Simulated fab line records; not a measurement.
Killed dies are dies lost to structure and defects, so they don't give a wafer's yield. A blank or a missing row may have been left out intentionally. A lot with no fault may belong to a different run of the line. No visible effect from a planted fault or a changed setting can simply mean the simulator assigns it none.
What tool caused it? ; flow gf180mcu ; Sampling: 11 lots, 33 wafers, 6 of 602 route steps

== WHAT THE GAUGES SHOWED, per wafer ==
GF_PSD_RS_MEAS_14: uses a four-point probe to measure. Usual: NSD_RS 46.15 ohm/sq, standard deviation 0.085.
lot;measured;on;NSD_RS (ohm/sq);flag
L217;day 14 05:00;film_metro-02;45.98 46.11 46.06;
L218;day 14 11:19;film_metro-01;46.22 46.21 46.20;
L219;day 15 00:58;film_metro-04;46.16 46.08 46.10;
L225;day 16 23:30;film_metro-04;48.67 48.65 48.62;OFF
L227;day 17 22:16;film_metro-04;48.66 48.67 48.69;OFF
L230;day 18 15:56;film_metro-04;46.08 46.19 46.17;
L231;day 19 04:56;film_metro-04;46.18 46.07 46.18;
L232;day 19 13:31;film_metro-01;46.12 46.18 46.14;
L233;day 20 00:32;film_metro-02;46.10 46.08 46.18;
L238;day 21 13:16;film_metro-04;46.02 46.03 45.99;
L240;day 22 14:23;film_metro-04;46.26 46.06 46.20;

GF_CONTACT_THK_MEAS_26: measures by xrf. Usual: CONTACT_W_THK 308 nm, standard deviation 3.6.
lot;measured;on;CONTACT_W_THK (nm);flag
L217;day 16 02:09;film_metro-03;308 307 308;
L218;day 16 08:58;film_metro-03;313 312 308;
L219;day 16 23:27;film_metro-03;305 302 306;
L225;day 19 01:05;film_metro-03;312 311 311;
L227;day 20 00:04;film_metro-03;311 303 305;
L230;day 20 18:29;film_metro-03;307 308 306;
L231;day 21 08:31;film_metro-03;310 309 308;
L232;day 21 16:17;film_metro-01;303 310 310;
L233;day 22 02:48;film_metro-01;306 311 308;
L238;day 23 14:05;film_metro-04;311 309 313;
L240;day 24 14:26;film_metro-01;306 310 309;

== WHICH TOOL RAN EACH LOT (tool, then ch and the chambers of the sampled wafers, then the start) ==
lot;GF_VT_IMPLANT_STRIP_42;GF_NSD_IMPLANT_09;GF_NSD_STRIP_11;GF_CONTACT_STRIP_18
L217;plasma_asher-01 ch 0,1, day 7 13:59;implanter-03 ch 0, day 13 08:28;plasma_asher-01 ch 0,1, day 13 08:46;plasma_asher-01 ch 0,1, day 16 01:32
L218;plasma_asher-01 ch 0,1, day 7 18:09;implanter-03 ch 0, day 13 14:10;plasma_asher-01 ch 0,1, day 13 14:26;plasma_asher-01 ch 1, day 16 08:20
L219;plasma_asher-02 ch 0,1, day 8 03:46;implanter-01 ch 0, day 14 03:23;plasma_asher-01 ch 0,1, day 14 03:38;plasma_asher-04 ch 0,1, day 16 22:43
L225;plasma_asher-03 ch 0,1, day 9 19:29;implanter-03 ch 0, day 16 00:14;plasma_asher-01 ch 0,1, day 16 00:32;plasma_asher-01 ch 0,1, day 19 00:28
L227;plasma_asher-03 ch 0,1, day 10 11:44;implanter-03 ch 0, day 16 22:08;plasma_asher-02 ch 0,1, day 16 22:25;plasma_asher-02 ch 0,1, day 19 23:28
L230;plasma_asher-01 ch 0,1, day 11 02:59;implanter-02 ch 0, day 17 15:43;plasma_asher-02 ch 0,1, day 17 15:58;plasma_asher-02 ch 0,1, day 20 17:51
L231;plasma_asher-03 ch 0,1, day 11 11:51;implanter-02 ch 0, day 18 03:53;plasma_asher-03 ch 0,1, day 18 04:08;plasma_asher-02 ch 0,1, day 21 07:47
L232;plasma_asher-02 ch 1, day 11 20:12;implanter-01 ch 0, day 18 12:23;plasma_asher-03 ch 0, day 18 12:41;plasma_asher-04 ch 0,1, day 21 15:40
L233;plasma_asher-03 ch 0,1, day 12 00:56;implanter-01 ch 0, day 18 22:54;plasma_asher-03 ch 0,1, day 18 23:12;plasma_asher-02 ch 0,1, day 22 02:11
L238;plasma_asher-03 ch 0,1, day 13 09:52;implanter-03 ch 0, day 20 12:28;plasma_asher-01 ch 0,1, day 20 12:46;plasma_asher-04 ch 0,1, day 23 13:28
L240;plasma_asher-03 ch 0,1, day 14 07:03;implanter-01 ch 0, day 21 14:14;plasma_asher-01 ch 1, day 21 14:30;plasma_asher-02 ch 0,1, day 24 13:49
- GF_VT_IMPLANT_STRIP_42: strips in O2/N2.
- GF_NSD_IMPLANT_09
- GF_NSD_STRIP_11: strips in O2/N2.
- GF_CONTACT_STRIP_18: strips in O2/N2.

== AS READ BY THE TOOLS THEMSELVES (means over the sampled wafers that have a number; for cases with no such wafer, the mark the record gives instead) ==
GF_VT_IMPLANT_STRIP_42. Usual: drypump_motor_current_A 6.0 A, standard deviation 0.45; heater_power_w 297 W, standard deviation 19; oes_product_au 0.716 a.u., standard deviation 0.0043; strip_time_to_endpoint_s 12.62 s, standard deviation 0.035.
lot;tool;drypump_motor_current_A (A);heater_power_w (W);oes_product_au (a.u.);strip_time_to_endpoint_s (s);flag
L217;plasma_asher-01;6.1;319;0.711;12.62;
L218;plasma_asher-01;6.1;305;0.715;12.61;
L219;plasma_asher-02;5.0;307;0.714;12.63;
L225;plasma_asher-03;6.3;283;0.713;12.64;
L227;plasma_asher-03;6.1;290;0.720;12.59;
L230;plasma_asher-01;6.1;320;0.719;12.66;
L231;plasma_asher-03;6.1;294;0.714;12.63;
L232;plasma_asher-02;4.9;318;0.720;12.61;
L233;plasma_asher-03;6.2;296;0.717;12.63;
L238;plasma_asher-03;6.3;286;0.720;12.61;
L240;plasma_asher-03;6.1;297;0.718;12.67;

GF_NSD_IMPLANT_09. Usual: beam_energy_keV 60.001, standard deviation 0.018; beam_on_s 19.4 s, standard deviation 1.8; dose_ions_cm2 3.999e+15, standard deviation 4.6e+12.
lot;tool;beam_energy_keV;beam_on_s (s);dose_ions_cm2;flag
L217;implanter-03;59.994;20.3;3.997e+15;
L218;implanter-03;60.013;20.0;3.995e+15;
L219;implanter-01;59.994;16.8;4.002e+15;
L225;implanter-03;59.972;14.1;2.807e+15;OFF
L227;implanter-03;60.002;14.0;2.803e+15;OFF
L230;implanter-02;60.004;21.0;3.994e+15;
L231;implanter-02;59.987;20.9;4.002e+15;
L232;implanter-01;59.996;16.9;4.003e+15;
L233;implanter-01;59.999;17.2;4.001e+15;
L238;implanter-03;59.983;20.3;4.005e+15;
L240;implanter-01;60.025;17.1;3.999e+15;

GF_NSD_STRIP_11. Usual: drypump_motor_current_A 5.8 A, standard deviation 0.52; heater_power_w 302 W, standard deviation 19; oes_product_au 0.487 a.u., standard deviation 0.0046; strip_time_to_endpoint_s 22.97 s, standard deviation 0.042.
lot;tool;drypump_motor_current_A (A);heater_power_w (W);oes_product_au (a.u.);strip_time_to_endpoint_s (s);flag
L217;plasma_asher-01;6.1;309;0.488;22.93;
L218;plasma_asher-01;6.1;318;0.487;23.03;
L219;plasma_asher-01;6.1;300;0.489;22.99;
L225;plasma_asher-01;6.0;302;0.507;21.64;OFF
L227;plasma_asher-02;5.2;299;0.501;21.65;OFF
L230;plasma_asher-02;5.0;313;0.493;22.99;
L231;plasma_asher-03;6.3;285;0.489;22.96;
L232;plasma_asher-03;6.4;279;0.488;22.92;
L233;plasma_asher-03;6.3;284;0.484;22.96;
L238;plasma_asher-01;6.1;317;0.486;22.94;
L240;plasma_asher-01;6.0;296;0.487;22.97;

GF_CONTACT_STRIP_18. Usual: drypump_motor_current_A 5.5 A, standard deviation 0.45; heater_power_w 303 W, standard deviation 18; oes_product_au 0.580 a.u., standard deviation 0.0054.
lot;tool;drypump_motor_current_A (A);heater_power_w (W);oes_product_au (a.u.);flag
L217;plasma_asher-01;6.1;309;0.581;
L218;plasma_asher-01;6.1;294;0.581;
L219;plasma_asher-04;5.5;300;0.582;
L225;plasma_asher-01;6.1;317;0.581;
L227;plasma_asher-02;5.0;317;0.576;
L230;plasma_asher-02;5.2;300;0.577;
L231;plasma_asher-02;5.0;314;0.580;
L232;plasma_asher-04;5.2;291;0.572;
L233;plasma_asher-02;5.0;313;0.576;
L238;plasma_asher-04;5.5;298;0.579;
L240;plasma_asher-02;5.0;315;0.584;

== THE ANSWER, worked out from the rows above alone ==
Rule: a lot is off if the mean of its wafers that have a number lies more than 3 standard deviations from the usual mean. A lot without any number at a reading at which 4 lots or more have one is off too. Where the step has rows for the other lots, those lots are counted as sound. Order of review: gauges by route order, followed by the tools' own readings, for which a lot's mean as printed above is used. At the first step where some lot is off, the reading lying furthest off is the one used; lots without a number count as furthest.
Off: at GF_PSD_RS_MEAS_14 (NSD_RS), L225, L227.
A tool fits if, at a process step before that reading, it ran every lot that is off, and no sound lot after the first of them. The gauges at GF_PSD_RS_MEAS_14 aren't tried: what is off there is off at GF_NSD_IMPLANT_09 too, on other tools, and a gauge's error can't cause that. Not one of the candidates tried fits.

== WHAT HAD BEEN PUT IN BY THE SIMULATOR ==
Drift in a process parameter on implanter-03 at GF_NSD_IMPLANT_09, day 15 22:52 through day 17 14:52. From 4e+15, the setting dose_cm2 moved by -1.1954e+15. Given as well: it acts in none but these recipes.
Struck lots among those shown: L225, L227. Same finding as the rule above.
